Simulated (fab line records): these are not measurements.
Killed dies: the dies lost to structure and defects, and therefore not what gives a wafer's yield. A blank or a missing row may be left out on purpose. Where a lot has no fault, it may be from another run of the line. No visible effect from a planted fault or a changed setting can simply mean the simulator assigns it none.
What tool caused it? || flow sky130 || 11 lots with 33 wafers sampled at 3 steps, on a route of 708 steps

WHAT THE GAUGES SHOWED, per wafer
SKY_LOCAL_INTERCONNECT_RS_MEAS_01: a four-point-probe measurement.
{"lot": "L502", "measured": "day 28 19:49", "on": "film-metro-01", "LOCAL_INTERCONNECT_TIN_RS (ohm/sq)": "14.52 14.34 14.33"}
{"lot": "L504", "measured": "day 30 15:58", "on": "film-metro-03", "LOCAL_INTERCONNECT_TIN_RS (ohm/sq)": "- - -"}
{"lot": "L506", "measured": "day 30 16:49", "on": "film-metro-03", "LOCAL_INTERCONNECT_TIN_RS (ohm/sq)": "- - -"}
{"lot": "L514", "measured": "day 33 00:31", "on": "film-metro-03", "LOCAL_INTERCONNECT_TIN_RS (ohm/sq)": "14.10 14.03 14.09"}
{"lot": "L516", "measured": "day 33 21:52", "on": "film-metro-04", "LOCAL_INTERCONNECT_TIN_RS (ohm/sq)": "14.17 14.06 14.17"}
{"lot": "L517", "measured": "day 34 05:47", "on": "film-metro-03", "LOCAL_INTERCONNECT_TIN_RS (ohm/sq)": "14.10 14.08 13.96"}
{"lot": "L518", "measured": "day 34 13:55", "on": "film-metro-03", "LOCAL_INTERCONNECT_TIN_RS (ohm/sq)": "14.25 14.22 14.44"}
{"lot": "L519", "measured": "day 34 21:08", "on": "film-metro-01", "LOCAL_INTERCONNECT_TIN_RS (ohm/sq)": "14.35 14.26 14.26"}
{"lot": "L520", "measured": "day 34 23:16", "on": "film-metro-01", "LOCAL_INTERCONNECT_TIN_RS (ohm/sq)": "14.04 13.94 14.13"}
{"lot": "L521", "measured": "day 35 17:42", "on": "film-metro-01", "LOCAL_INTERCONNECT_TIN_RS (ohm/sq)": "14.03 14.00 14.14"}
{"lot": "L524", "measured": "day 37 17:30", "on": "film-metro-03", "LOCAL_INTERCONNECT_TIN_RS (ohm/sq)": "14.29 14.23 14.31"}

WHICH TOOL RAN EACH LOT (tool, then ch and the chambers of the sampled wafers, then the start)
{"lot": "L502", "SKY_LI_CONTACT_ETCH_14": "rie-diel-01 ch 0,2,3, day 28 18:33", "SKY_LOCAL_INTERCONNECT_SPUTTER_00": "pvd-sputter-04, day 28 19:43"}
{"lot": "L504", "SKY_LI_CONTACT_ETCH_14": "rie-diel-01 ch 0,3, day 30 14:44", "SKY_LOCAL_INTERCONNECT_SPUTTER_00": "pvd-sputter-04, day 30 15:55"}
{"lot": "L506", "SKY_LI_CONTACT_ETCH_14": "rie-diel-03 ch 1,2, day 30 15:34", "SKY_LOCAL_INTERCONNECT_SPUTTER_00": "pvd-sputter-04, day 30 16:43"}
{"lot": "L514", "SKY_LI_CONTACT_ETCH_14": "rie-diel-03 ch 0,2,3, day 32 23:15", "SKY_LOCAL_INTERCONNECT_SPUTTER_00": "pvd-sputter-04, day 33 00:26"}
{"lot": "L516", "SKY_LI_CONTACT_ETCH_14": "rie-diel-04 ch 1,3, day 33 20:35", "SKY_LOCAL_INTERCONNECT_SPUTTER_00": "pvd-sputter-01, day 33 21:46"}
{"lot": "L517", "SKY_LI_CONTACT_ETCH_14": "rie-diel-01 ch 1,3, day 34 04:16", "SKY_LOCAL_INTERCONNECT_SPUTTER_00": "pvd-sputter-04, day 34 05:43"}
{"lot": "L518", "SKY_LI_CONTACT_ETCH_14": "rie-diel-03 ch 0,1,2, day 34 12:40", "SKY_LOCAL_INTERCONNECT_SPUTTER_00": "pvd-sputter-04, day 34 13:50"}
{"lot": "L519", "SKY_LI_CONTACT_ETCH_14": "rie-diel-04 ch 0,1, day 34 19:53", "SKY_LOCAL_INTERCONNECT_SPUTTER_00": "pvd-sputter-01, day 34 21:04"}
{"lot": "L520", "SKY_LI_CONTACT_ETCH_14": "rie-diel-01 ch 0,1, day 34 21:59", "SKY_LOCAL_INTERCONNECT_SPUTTER_00": "pvd-sputter-04, day 34 23:10"}
{"lot": "L521", "SKY_LI_CONTACT_ETCH_14": "rie-diel-03 ch 0,2,3, day 35 16:28", "SKY_LOCAL_INTERCONNECT_SPUTTER_00": "pvd-sputter-04, day 35 17:38"}
{"lot": "L524", "SKY_LI_CONTACT_ETCH_14": "rie-diel-01 ch 2,3, day 37 16:07", "SKY_LOCAL_INTERCONNECT_SPUTTER_00": "pvd-sputter-01, day 37 17:24"}
- SKY_LI_CONTACT_ETCH_14: etches BARC in N2/H2, stops on SiO2, time 45.9 s, target depth 60 nm.
- SKY_LOCAL_INTERCONNECT_SPUTTER_00: material TiN, target thk 100 nm, time 83.3 s.

THE ANSWER, worked out from the rows above alone
Rule: the usual values come from the lots themselves. The widest of any qualifying gaps counts: lots, ordered by their means at a reading, are off when they make up no more than a third of the lots, leave a main group of 4 or more, and stand apart from it by 3 or more times the standard deviation of that group's means. Not used: any main group whose means are identical at the precision the tables above print for the reading. Also off: a lot with no number at a reading for which 4 or more lots have one. All remaining lots with rows at the step are treated as sound.
Off: at SKY_LOCAL_INTERCONNECT_RS_MEAS_01 (LOCAL_INTERCONNECT_TIN_RS), L504, L506. Without a number there: L504, L506. Main group: mean 14.18 ohm/sq, sd 0.13.
If a tool, at a process step before that reading, ran all the lots that are off and no sound lot after the first of them, it fits. Gauges at SKY_LOCAL_INTERCONNECT_RS_MEAS_01: tried the same way as those tools. Not one of the candidates tried fits.

WHAT THE SIMULATOR HAD PUT IN
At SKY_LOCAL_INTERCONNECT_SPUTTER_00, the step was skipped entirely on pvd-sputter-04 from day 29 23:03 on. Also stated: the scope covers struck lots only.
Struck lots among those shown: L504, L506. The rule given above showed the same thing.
